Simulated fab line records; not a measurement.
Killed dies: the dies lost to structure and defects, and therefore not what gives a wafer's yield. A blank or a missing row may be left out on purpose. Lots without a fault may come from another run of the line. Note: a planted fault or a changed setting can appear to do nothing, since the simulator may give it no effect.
Which tool did it? | flow sky130 | Sampling: 24 lots, 72 wafers, 6 of 708 route steps

WHAT EACH GAUGE READ, for each wafer
SKY_METAL1_THK_MEAS_06: measures by xrf. Usual: METAL1_ALCU_THK 251.7 nm, standard deviation 2.9.
lot  | measured     | on            | METAL1_ALCU_THK (nm) | flag
L074 | day 32 03:20 | film-metro-04 | 249.5 249.1 249.9    |
L075 | day 32 05:03 | film-metro-03 | 250.3 246.2 249.2    |
L076 | day 32 18:19 | film-metro-01 | 256.5 255.8 255.3    |
L077 | day 32 21:56 | film-metro-03 | 251.3 252.5 252.9    |
L078 | day 33 04:43 | film-metro-04 | 248.3 252.5 248.5    |
L079 | day 33 16:04 | film-metro-01 | 251.8 252.9 253.1    |
L080 | day 34 09:16 | film-metro-04 | 256.1 252.2 252.7    |
L081 | day 34 13:34 | film-metro-03 | 251.2 251.1 250.1    |
L082 | day 34 15:12 | film-metro-04 | 250.2 250.5 254.3    |
L083 | day 34 20:49 | film-metro-04 | 252.3 252.9 254.4    |
L084 | day 35 09:49 | film-metro-04 | 251.7 251.7 250.6    |
L085 | day 35 15:10 | film-metro-03 | 246.1 247.0 245.1    |
L086 | day 35 20:43 | film-metro-04 | 254.6 256.4 252.8    |
L087 | day 36 10:59 | film-metro-04 | 252.0 248.2 249.4    |
L088 | day 36 13:06 | film-metro-04 | 255.6 257.7 257.8    |
L089 | day 37 00:33 | film-metro-04 | 248.5 248.0 251.2    |
L090 | day 37 06:05 | film-metro-04 | 248.0 248.4 250.7    |
L091 | day 37 11:52 | film-metro-04 | 257.0 255.8 256.7    |
L092 | day 37 20:54 | film-metro-04 | 250.2 253.8 250.4    |
L093 | day 38 01:46 | film-metro-04 | 254.4 252.3 252.5    |
L094 | day 38 09:40 | film-metro-03 | 255.5 252.0 259.7    |
L095 | day 38 17:31 | film-metro-04 | 249.3 250.1 251.0    |
L096 | day 39 01:37 | film-metro-04 | 249.7 249.5 247.0    |
L097 | day 39 07:10 | film-metro-04 | 254.9 255.8 255.0    |

SKY_VIA1_RS_MEAS_22: measurement is done with a four-point probe. Usual: VIA1_W_RS 0.428 ohm/sq, standard deviation 0.0041.
lot  | measured     | on            | VIA1_W_RS (ohm/sq) | flag
L074 | day 34 12:01 | film-metro-02 | 0.430 0.424 0.436  |
L075 | day 34 13:53 | film-metro-02 | 0.427 0.419 0.426  |
L076 | day 35 02:29 | film-metro-03 | 0.421 0.422 0.421  |
L077 | day 35 05:54 | film-metro-02 | 0.421 0.428 0.426  |
L078 | day 35 12:54 | film-metro-03 | 0.429 0.428 0.422  |
L079 | day 35 23:35 | film-metro-02 | 0.431 0.433 0.428  |
L080 | day 36 15:53 | film-metro-03 | 0.423 0.423 0.422  |
L081 | day 36 20:17 | film-metro-03 | 0.425 0.427 0.424  |
L082 | day 36 22:19 | film-metro-02 | 0.430 0.427 0.430  |
L083 | day 37 04:07 | film-metro-03 | 0.424 0.424 0.434  |
L084 | day 37 16:43 | film-metro-03 | 0.421 0.428 0.419  |
L085 | day 37 22:21 | film-metro-03 | 0.429 0.426 0.424  |
L086 | day 38 04:11 | film-metro-02 | 0.430 0.430 0.427  |
L087 | day 38 18:16 | film-metro-02 | 0.425 0.437 0.430  |
L088 | day 38 18:40 | film-metro-02 | 0.427 0.425 0.427  |
L089 | day 39 06:45 | film-metro-03 | 0.427 0.430 0.428  |
L090 | day 39 12:07 | film-metro-03 | 0.434 0.432 0.427  |
L091 | day 39 16:51 | film-metro-02 | 0.431 0.430 0.435  |
L092 | day 40 01:51 | film-metro-02 | 0.428 0.433 0.429  |
L093 | day 40 06:44 | film-metro-03 | 0.432 0.427 0.431  |
L094 | day 40 13:50 | film-metro-02 | 0.430 0.430 0.429  |
L095 | day 40 22:37 | film-metro-03 | 0.426 0.429 0.430  |
L096 | day 41 06:15 | film-metro-02 | 0.432 0.433 0.421  |
L097 | day 41 10:42 | film-metro-01 | 0.430 0.436 0.426  |

SKY_METAL3_CD_MEAS_13: target cd 300 nm. Usual: cd-nm 300.2 nm, standard deviation 1.6.
lot  | measured     | on        | cd-nm (nm)        | flag
L074 | day 39 01:07 | cd-sem-01 | 300.1 301.9 302.4 |
L075 | day 39 02:41 | cd-sem-01 | 301.4 300.3 301.6 |
L076 | day 39 14:17 | cd-sem-01 | 299.1 300.0 299.1 |
L077 | day 39 17:16 | cd-sem-01 | 297.7 297.4 298.3 |
L078 | day 40 00:08 | cd-sem-01 | 300.1 297.4 297.9 |
L079 | day 40 10:13 | cd-sem-01 | 301.5 300.6 299.9 |
L080 | day 41 02:09 | cd-sem-01 | 300.2 301.0 301.0 |
L081 | day 41 05:53 | cd-sem-01 | 300.5 300.4 300.9 |
L082 | day 41 08:41 | cd-sem-02 | 296.3 295.9 296.5 |
L083 | day 41 13:59 | cd-sem-01 | 301.4 299.2 300.3 |
L084 | day 42 02:16 | cd-sem-02 | 302.7 303.3 301.8 |
L085 | day 42 07:52 | cd-sem-01 | 298.4 299.2 299.2 |
L086 | day 42 11:43 | cd-sem-01 | 300.4 299.7 301.0 |
L087 | day 43 00:49 | cd-sem-02 | 299.9 300.0 299.8 |
L088 | day 43 01:25 | cd-sem-02 | 301.5 301.7 302.2 |
L089 | day 43 11:46 | cd-sem-01 | 301.1 300.8 298.5 |
L090 | day 43 18:07 | cd-sem-02 | 300.6 300.3 302.7 |
L091 | day 44 04:53 | cd-sem-01 | 301.6 302.0 302.2 |
L092 | day 44 08:16 | cd-sem-01 | 301.5 302.3 301.9 |
L093 | day 44 10:10 | cd-sem-01 | 301.0 299.9 301.0 |
L094 | day 44 14:43 | cd-sem-01 | 298.0 299.7 300.9 |
L095 | day 44 22:11 | cd-sem-01 | 299.7 300.5 300.0 |
L096 | day 45 09:08 | cd-sem-02 | 299.9 298.3 298.5 |
L097 | day 45 09:50 | cd-sem-02 | 300.1 299.9 299.6 |

SKY_METAL5_THK_MEAS_06: measures by xrf. Usual: METAL5_ALCU_THK 1144 nm, standard deviation 16.
lot  | measured     | on            | METAL5_ALCU_THK (nm) | flag
L074 | day 43 10:47 | film-metro-03 | 1115 1144 1114       |
L075 | day 43 11:06 | film-metro-03 | 1128 1138 1137       |
L076 | day 43 21:18 | film-metro-03 | 1136 1136 1132       |
L077 | day 44 00:09 | film-metro-01 | 1156 1151 1154       |
L078 | day 44 04:22 | film-metro-04 | 1143 1161 1164       |
L079 | day 44 14:14 | film-metro-04 | 1136 1133 1165       |
L080 | day 45 08:45 | film-metro-04 | 1141 1153 1142       |
L081 | day 45 10:10 | film-metro-04 | 1145 1133 1151       |
L082 | day 45 11:07 | film-metro-03 | 1130 1126 1156       |
L083 | day 45 15:47 | film-metro-04 | 1135 1152 1169       |
L084 | day 45 22:53 | film-metro-04 | 1146 1136 1138       |
L085 | day 46 09:36 | film-metro-04 | 1141 1138 1150       |
L086 | day 46 12:22 | film-metro-04 | 1158 1179 1182       |
L087 | day 47 02:36 | film-metro-01 | 1164 1157 1145       |
L088 | day 47 03:33 | film-metro-03 | 1150 1138 1124       |
L089 | day 47 08:17 | film-metro-01 | 1129 1129 1139       |
L090 | day 47 12:50 | film-metro-03 | 1140 1155 1179       |
L091 | day 48 00:19 | film-metro-03 | 1125 1135 1117       |
L092 | day 48 04:32 | film-metro-04 | 1146 1141 1160       |
L093 | day 48 08:27 | film-metro-03 | 1145 1131 1130       |
L094 | day 48 10:50 | film-metro-04 | 1138 1151 1133       |
L095 | day 48 13:31 | film-metro-01 | 1133 1149 1149       |
L096 | day 49 02:50 | film-metro-01 | 1141 1163 1160       |
L097 | day 49 03:26 | film-metro-03 | 1127 1127 1132       |

SKY_PAD_OPEN_BOW_MEAS_13. Usual: PAD_OPEN_BOW 45 um, standard deviation 8.8.
lot  | measured     | on            | PAD_OPEN_BOW (um) | flag
L074 | day 46 08:45 | film-metro-02 | 51 48 54          |
L075 | day 46 10:16 | film-metro-01 | 48 43 46          |
L076 | day 46 17:56 | film-metro-04 | 46 41 37          |
L077 | day 46 18:36 | film-metro-02 | 38 43 46          |
L078 | day 46 21:38 | film-metro-04 | 55 48 42          |
L079 | day 47 08:35 | film-metro-02 | 38 42 26          |
L080 | day 48 00:34 | film-metro-04 | 35 26 35          |
L081 | day 48 03:38 | film-metro-04 | 46 54 38          |
L082 | day 48 04:01 | film-metro-01 | 54 34 38          |
L083 | day 48 08:23 | film-metro-04 | 53 49 35          |
L084 | day 48 13:31 | film-metro-04 | 37 31 50          |
L085 | day 49 00:35 | film-metro-02 | 33 44 42          |
L086 | day 49 02:22 | film-metro-04 | 65 43 42          |
L087 | day 49 12:13 | film-metro-04 | 62 44 56          |
L088 | day 49 13:26 | film-metro-01 | 59 48 51          |
L089 | day 49 19:58 | film-metro-01 | 55 38 46          |
L090 | day 50 00:49 | film-metro-01 | 62 54 43          |
L091 | day 50 07:25 | film-metro-01 | 31 34 27          |
L092 | day 50 12:52 | film-metro-02 | 31 42 50          |
L093 | day 50 17:26 | film-metro-04 | 49 52 54          |
L094 | day 50 18:42 | film-metro-01 | 51 49 44          |
L095 | day 50 21:22 | film-metro-04 | 46 46 44          |
L096 | day 51 08:43 | film-metro-01 | 53 51 42          |
L097 | day 51 08:58 | film-metro-02 | 43 47 41          |

WHAT TOOL EACH LOT RAN ON (gives the tool, then ch and the chambers of the sampled wafers, and finally the start)
lot  | SKY_CONTACT_SPUTTER_23
L074 | pvd-sputter-02, day 32 02:14
L075 | pvd-sputter-03, day 32 04:08
L076 | pvd-sputter-02, day 32 17:23
L077 | pvd-sputter-01, day 32 21:00
L078 | pvd-sputter-01, day 33 03:47
L079 | pvd-sputter-02, day 33 15:09
L080 | pvd-sputter-01, day 34 08:19
L081 | pvd-sputter-03, day 34 12:37
L082 | pvd-sputter-03, day 34 14:17
L083 | pvd-sputter-01, day 34 19:53
L084 | pvd-sputter-03, day 35 08:48
L085 | pvd-sputter-01, day 35 14:12
L086 | pvd-sputter-02, day 35 19:48
L087 | pvd-sputter-02, day 36 10:04
L088 | pvd-sputter-01, day 36 12:11
L089 | pvd-sputter-01, day 36 23:38
L090 | pvd-sputter-01, day 37 05:10
L091 | pvd-sputter-03, day 37 10:57
L092 | pvd-sputter-01, day 37 19:59
L093 | pvd-sputter-02, day 38 00:47
L094 | pvd-sputter-01, day 38 08:45
L095 | pvd-sputter-03, day 38 16:36
L096 | pvd-sputter-03, day 39 00:42
L097 | pvd-sputter-02, day 39 06:16
- SKY_CONTACT_SPUTTER_23: material TiN, target thk 20 nm, time 80 s.

AS READ BY THE TOOLS THEMSELVES (means over the sampled wafers that have a number; for cases with no such wafer, the mark the record gives instead)
SKY_CONTACT_SPUTTER_23. Usual: throttle-valve-pct 29.8 %, standard deviation 1.1.
lot  | tool           | throttle-valve-pct (%) | flag
L074 | pvd-sputter-02 | 30.0                   |
L075 | pvd-sputter-03 | 30.1                   |
L076 | pvd-sputter-02 | 30.2                   |
L077 | pvd-sputter-01 | 28.8                   |
L078 | pvd-sputter-01 | 30.6                   |
L079 | pvd-sputter-02 | 29.7                   |
L080 | pvd-sputter-01 | 30.3                   |
L081 | pvd-sputter-03 | 29.4                   |
L082 | pvd-sputter-03 | 29.9                   |
L083 | pvd-sputter-01 | 30.6                   |
L084 | pvd-sputter-03 | 30.1                   |
L085 | pvd-sputter-01 | 30.1                   |
L086 | pvd-sputter-02 | 30.1                   |
L087 | pvd-sputter-02 | 30.2                   |
L088 | pvd-sputter-01 | 30.8                   |
L089 | pvd-sputter-01 | 29.6                   |
L090 | pvd-sputter-01 | 29.6                   |
L091 | pvd-sputter-03 | 31.3                   |
L092 | pvd-sputter-01 | 29.7                   |
L093 | pvd-sputter-02 | 29.6                   |
L094 | pvd-sputter-01 | 28.9                   |
L095 | pvd-sputter-03 | 30.0                   |
L096 | pvd-sputter-03 | 30.2                   |
L097 | pvd-sputter-02 | 29.0                   |

THE ANSWER, worked out from the rows above alone
Rule: lot off if the mean of its wafers having a number is beyond 3 standard deviations from the usual mean. A lot without any number at a reading at which 4 lots or more have one is off too. Any other lot the step has rows for is counted as sound. The gauges are gone through in route order, then the tools' own readings, and for those a lot's mean is taken as printed above. At the first step where some lot is off, the reading lying furthest off is the one used; lots without a number count as furthest.
No lot is off at any reading shown: from this, nothing can be told.

WHAT HAD BEEN PUT IN BY THE SIMULATOR
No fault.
